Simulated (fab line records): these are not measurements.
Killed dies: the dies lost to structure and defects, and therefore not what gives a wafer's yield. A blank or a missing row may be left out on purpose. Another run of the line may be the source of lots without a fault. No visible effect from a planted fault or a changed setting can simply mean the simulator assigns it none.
The same fault as seen by 2 desks + flow gf180mcu + each desk holds nothing but its own numbers, with what lay behind them at the end

FOR THE TOOL OWNER'S DESK: pvd-sputter-02
The tool's own readings at GF_MIM_SPUTTER_02 (material AlCu, target thk 450 nm, time 23.9 s): means of the sampled wafers that have a number, for each lot that ran on this tool. Any lot whose mean is over 4 standard deviations away from the usual mean is out of limits and marked OUT; that distance is given in the brackets.
Columns: A = cathode-dc-power-W at GF_MIM_SPUTTER_02, usual 10600 W; B = throttle-valve-pct at GF_MIM_SPUTTER_02, usual 30.0 %
| lot  | first seen here | A     | B    |
|------|-----------------|-------|------|
| L291 | day 25 05:04    | 10602 | 29.5 |
| L304 | day 29 05:30    | 10602 | 29.2 |
| L306 | day 29 19:25    | 10600 | 28.8 |
This desk's finding: nothing out of limits on any of the 3 lots.

METROLOGY DESK
What the gauges read, lot by lot, whatever tool the lot ran on: means of the sampled wafers that have a number. Any lot whose mean is over 4 standard deviations away from the usual mean is out of limits and marked OUT; that distance is given in the brackets.
Columns: A = V4_W_RS at GF_V4_RS_MEAS_24, usual 0.330 ohm/sq; B = V4_W_THK at GF_V4_THK_MEAS_25, usual 351 nm
| lot  | first seen here | A     | B   |
|------|-----------------|-------|-----|
| L290 | day 24 19:42    | 0.324 | 360 |
| L291 | day 25 04:29    | 0.325 | 347 |
| L304 | day 29 04:53    | 0.332 | 346 |
| L306 | day 29 18:49    | 0.323 | 366 |
| L309 | day 30 18:46    | 0.334 | 347 |
| L310 | day 30 20:20    | 0.334 | 353 |
This desk's finding: nothing out of limits on any of the 6 lots.

TAKEN TOGETHER
The tool owner's desk saw nothing out of limits.
From the metrology desk's view, nothing was out of limits.

WHAT HAD BEEN PUT IN BY THE SIMULATOR
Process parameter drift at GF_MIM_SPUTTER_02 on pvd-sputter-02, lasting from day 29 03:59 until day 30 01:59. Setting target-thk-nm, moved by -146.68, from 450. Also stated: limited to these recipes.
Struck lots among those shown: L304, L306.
